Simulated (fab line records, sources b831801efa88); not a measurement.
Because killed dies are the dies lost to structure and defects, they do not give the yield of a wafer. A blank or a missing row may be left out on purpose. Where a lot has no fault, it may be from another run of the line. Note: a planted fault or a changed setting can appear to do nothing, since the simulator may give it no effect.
Comparing a struck lot with a sound one -- flow sky130 -- 17 out of 708 route steps
Sound: wafers L121.3, L121.4, L121.5. The struck wafers were L132.4, L132.5, L132.6. The cause is given at the end.
Per side, at each step with rows, come the tool, then ch with its chambers, and then its first start. Under that, the readings that differ: sound wafers -- struck wafers -- difference of the means -- sigmas: that difference in standard deviations of wafers without a fault.
alike: readings with means less than 2 such deviations apart, plus words and numbers identical on both sides. not compared: withheld readings, readings lacking a value on some wafer, bounds such as >300 that could conceal the same value, and numbers that have no deviation in the record and whose values overlap.
A row with sigmas, a row that says differs or no value, or rows on one side alone: a step with any of these is where the two part. Numbers that don't overlap but have no deviation are shown without sigmas and don't part them. Lack of a reading on every wafer of one side parts them only where that side has two or more wafers.

first, 2 steps without rows for these wafers: SKY_LOCAL_INTERCONNECT_PEB_09; SKY_LOCAL_INTERCONNECT_DEVELOP_10 (develop time 60 s).
SKY_LOCAL_INTERCONNECT_CD_MEAS_11: the cd target is 170 nm.
  sound: cd-sem-01 at day 30 10:41; struck: cd-sem-01 at day 34 07:32
  alike: cd-nm
SKY_LOCAL_INTERCONNECT_OVL_MEAS_12:
  sound: overlay-01 at day 30 10:46; struck: overlay-02 at day 34 07:37
  alike: LOCAL_INTERCONNECT_OVL
SKY_LOCAL_INTERCONNECT_ETCH_13: etches BARC in N2/H2, stops on SiO2, time 45.9 s, target depth 60 nm.
  sound on rie-metal-01 ch 0,1, day 30 10:49; struck on rie-metal-02 ch 0,1, day 34 07:39
  alike: drypump-motor-current-A, he-backside-leak-sccm, oes-product-au, throttle-valve-pct
  not compared: rf-hours-counter-h
SKY_LOCAL_INTERCONNECT_METAL_ETCH_14: etches TiN in Cl2/BCl3, stops on PSG, target depth 110 nm, time 31.4 s.
  sound on rie-metal-01 ch 0,1, day 30 10:52; struck on rie-metal-02 ch 0,1, day 34 07:43
  alike: bcl3-flow-sccm, drypump-motor-current-A, he-backside-leak-sccm, oes-product-au, throttle-valve-pct
  not compared: rf-hours-counter-h
SKY_LOCAL_INTERCONNECT_STRIP_15: strips in O2/N2.
  sound on plasma-asher-01 ch 0,1, day 30 10:56; struck on plasma-asher-01 ch 0,1, day 34 07:47
reading,sound,struck,difference,sigmas
strip-time-to-endpoint-s (s),4.681 4.664 4.691,4.698 4.771 4.705,+0.046,+2
  alike: drypump-motor-current-A, oes-product-au
  not compared: rf-hours-counter-h
then, 3 steps without rows for these wafers: SKY_LOCAL_INTERCONNECT_STRIP_16 (strips in post etch residue remover, time 1200 s); SKY_LOCAL_INTERCONNECT_CLEAN_17 (cleans in IPA, time 180 s); SKY_LOCAL_INTERCONNECT_CLEAN_18 (cleans in O3/DIW).
SKY_CONTACT_CVD_00: deposits Si3N4, target thk 75 nm.
  sound on pecvd-02 ch 0,1,2, day 30 11:30; struck on pecvd-01 ch 0,1,2, day 34 08:22
  alike: heater-power-w
SKY_CONTACT_THK_MEAS_01:
  sound: film-metro-02 at day 30 11:33; struck: film-metro-02 at day 34 08:25
  alike: CONTACT_CVD_00_THK
SKY_CONTACT_HDPCVD_02: deposits SiO2, target thk 565 nm, time 94.2 s.
  sound on hdpcvd-02 ch 0,1, day 30 11:35; struck on hdpcvd-01 ch 0,1,2, day 34 08:28
reading,sound,struck,difference,sigmas
model.SiO2_of_CONTACT_HDPCVD_02.thk-nm (nm),565.9 565 571.1,866.8 861.6 864.6,+297.0,
SKY_CONTACT_THK_MEAS_03:
  sound: film-metro-04 at day 30 11:41; struck: film-metro-04 at day 34 08:32
reading,sound,struck,difference,sigmas
CONTACT_HDPCVD_THK (nm),566 565 571,867 862 865,+297,+42
SKY_CONTACT_CMP_04: polishes SiO2.
  sound on cmp-02 ch 1,3, day 30 11:43; struck on cmp-01 ch 0,3, day 34 08:34
reading,sound,struck,difference,sigmas
head-pressure-psi (psi),4.000 4.017 4.018,3.983 4.005 3.993,-0.018,-2
time-to-endpoint-s (s),85 79 79,208 201 208,+125,+28
  alike: motor-current-A
SKY_CONTACT_BOW_MEAS_05:
  sound: film-metro-02 at day 30 12:04; struck: film-metro-02 at day 34 08:56
  alike: CONTACT_BOW
-- the record jumps here: 14 days lie between the struck wafers' starts before and after (it left off in module CONTACT and takes up again in module PAD_OPEN, whose first step shown is number 708 of the route) --
SKY_PAD_OPEN_PROBE_99:
  sound: prober-02 at day 46 00:16; struck: prober-01 at day 48 19:37
  alike: killed_at_M0_to_M3, killed_at_M4_up, killed-at-contacts, killed-at-front-end, killed-at-other, killed-dies, killed-open, killed-short

## WHERE THEY PART
At SKY_LOCAL_INTERCONNECT_STRIP_15 first; at SKY_CONTACT_CMP_04 last (within this record only). Later steps at which nothing parts them and some readings are alike: SKY_CONTACT_BOW_MEAS_05, SKY_PAD_OPEN_PROBE_99.

WHY: what had been put in by the simulator
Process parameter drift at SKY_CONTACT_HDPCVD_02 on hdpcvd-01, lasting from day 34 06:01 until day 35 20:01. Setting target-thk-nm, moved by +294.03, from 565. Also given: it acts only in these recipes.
